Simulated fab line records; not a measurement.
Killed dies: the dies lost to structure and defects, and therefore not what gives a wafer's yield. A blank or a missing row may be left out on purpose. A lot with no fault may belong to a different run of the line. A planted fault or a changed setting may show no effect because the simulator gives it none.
Matching of chambers -- flow sky130 -- rie-diel-02 running SKY_VIA1_ETCH_15: 4 sister chambers
The step etches SiO2 in C4F8/O2/Ar, stops on TiN, target depth 351 nm, time 54 s. 22 wafers are shown with their chamber, then 11 later ones without.

WAFERS, EACH WITH ITS CHAMBER
wafer,chamber,oes-product-au (a.u.)
L074.1,3,0.976
L074.3,0,0.982
L074.4,2,0.981
L075.1,0,0.976
L075.2,1,0.982
L075.5,2,0.975
L081.1,2,0.977
L081.2,0,0.982
L081.3,3,0.974
L081.4,1,0.983
L081.5,1,0.973
L081.6,2,0.984
L083.3,1,0.976
L083.5,1,0.986
L083.6,2,0.972
L086.1,1,0.982
L086.2,2,0.970
L086.3,3,0.978
L086.4,0,0.976
L086.5,1,0.983
L086.6,2,0.973
L087.1,3,0.982

SIGNATURES, as means of the wafers listed above
reading,chamber 0,chamber 1,chamber 2,chamber 3,scatter within a chamber
oes-product-au,0.97900,0.98071,0.97600,0.97750,0.00439
Rule: for each reading, subtract the chamber's mean from the wafer's reading, divide by that reading's scatter and square the result; add these up over the readings and take the root, which gives the wafer's distance from the chamber. If the next closest chamber is less than 2 further off than the closest, the wafer can't be placed; otherwise it belongs to the closest. The scatter: take each reading less its chamber's mean, square it, sum over the shown wafers, divide by the number of wafers less the number of chambers, and take the root.

WAFERS MISSING THEIR CHAMBER
wafer,oes-product-au (a.u.)
L087.2,0.975
L087.3,0.975
L087.4,0.981
L087.5,0.978
L087.6,0.978
L093.2,0.982
L093.4,0.979
L093.5,0.977
L096.1,0.976
L096.2,0.973
L096.4,0.982

WHICH CHAMBER EACH ONE RAN IN
wafer,from the rows above,in truth
L087.2,can't be placed: 2 or 3 or 0 or 1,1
L087.3,can't be placed: 2 or 3 or 0 or 1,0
L087.4,can't be placed: 1 or 0 or 3 or 2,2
L087.5,can't be placed: 3 or 0 or 2 or 1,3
L087.6,can't be placed: 3 or 0 or 2 or 1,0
L093.2,can't be placed: 1 or 0 or 3 or 2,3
L093.4,can't be placed: 0 or 3 or 1 or 2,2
L093.5,can't be placed: 3 or 2 or 0 or 1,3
L096.1,can't be placed: 2 or 3 or 0 or 1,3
L096.2,can't be placed: 2 or 3 or 0 or 1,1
L096.4,can't be placed: 1 or 0 or 3 or 2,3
Correct placement for 0 of the 11. Can't be placed from these rows: 11 (the true chamber is among the candidates in 11). 0 placed wrongly.
